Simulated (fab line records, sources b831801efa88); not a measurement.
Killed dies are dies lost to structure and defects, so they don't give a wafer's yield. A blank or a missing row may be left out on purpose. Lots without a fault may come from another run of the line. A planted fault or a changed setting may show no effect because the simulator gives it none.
Problem report in the 8D (eight disciplines) form, filled by code | flow sky130 | the parts of the form that need people (team, actions taken, sign-off) are left out

1. THE PROBLEM
killed_at_contacts at SKY_PAD_OPEN_PROBE_99 reads a mean of 61 on 6 wafers of 2 lots; wafers without a fault read 23 with a standard deviation of 5.3. That is +7.2 standard deviations from the usual mean.
First seen on wafer L133.1, day 48 23:50, on prober-01. The record holds 6 wafers of 2 lots with a number at this step. Rule for "out", or "out of limits": more than 4 standard deviations from the usual mean. The other wafers with a number count as sound.

2. WHAT IT IS AND WHAT IT IS NOT
question                    | is                     | is not
which readings at this step | killed_at_contacts     | killed_at_M4_up, killed_at_front_end, killed_at_other, killed_open, killed_short
which lots                  | L131, L133             | -
which wafers of those lots  | all that have a number | -
read on which tools         | prober-01              | -
when                        | from day 48 23:50      | up to then (0 sound wafers)

3. SUSPECTS, AND WHAT RULES EACH OUT
Counting: a tool at a process step up to the reading stays a suspect if it ran every lot that is out and no sound lot after the first of them.
- rie_metal-04 at SKY_LOCAL_INTERCONNECT_ETCH_13 (etches BARC in N2/H2, stops on SiO2, time 45.9 s, target depth 60 nm): kept. It ran every lot that is out, first L131 (day 34 02:10), and no sound lot after that.
- prober-01 at SKY_PAD_OPEN_PROBE_99: kept. It ran every lot that is out, first L133 (day 48 23:50), and no sound lot after that. Its own readings are out on those wafers: killed_at_contacts.
Left after counting: rie_metal-04 at SKY_LOCAL_INTERCONNECT_ETCH_13, prober-01 at SKY_PAD_OPEN_PROBE_99.

4. THE CAUSE (what the simulator had put in)
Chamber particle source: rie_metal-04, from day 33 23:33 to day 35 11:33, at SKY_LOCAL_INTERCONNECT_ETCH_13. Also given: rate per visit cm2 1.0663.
Counting left 2 suspects, and this tool is among them.

5. THE CHAIN OF EFFECTS, in route order
Each row: a reading whose mean over the struck wafers that have a number lies more than 3 standard deviations from the usual. Only readings for which the record gives a usual standard deviation are gone through. hours: the time from each lot's start at the first step in this table that gives one to its start at this step, as a median over the lots. sigmas: the change in usual standard deviations.
hours | step                  | reading            | usual | on struck wafers | change | sigmas
0     | SKY_PAD_OPEN_PROBE_99 | killed_at_contacts | 23    | 61               | +38    | +7.2
0     | SKY_PAD_OPEN_PROBE_99 | killed_dies        | 84    | 117              | +33    | +3.6
The process steps in it:
- SKY_PAD_OPEN_PROBE_99

6. WHAT WOULD HAVE CAUGHT IT SOONER
In this record the first reading out of limits was taken at day 48 23:50, 360 hours after the fault began at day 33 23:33.
Of the tool readings at SKY_LOCAL_INTERCONNECT_ETCH_13 for which the record gives a usual standard deviation, none was out on any struck wafer, so an alarm limit of 4 standard deviations on them would not have fired.
All the lots that are out (2) had begun SKY_LOCAL_INTERCONNECT_ETCH_13 on rie_metal-04 by day 48 23:50. A hold on the tool at that time would have spared none of them.
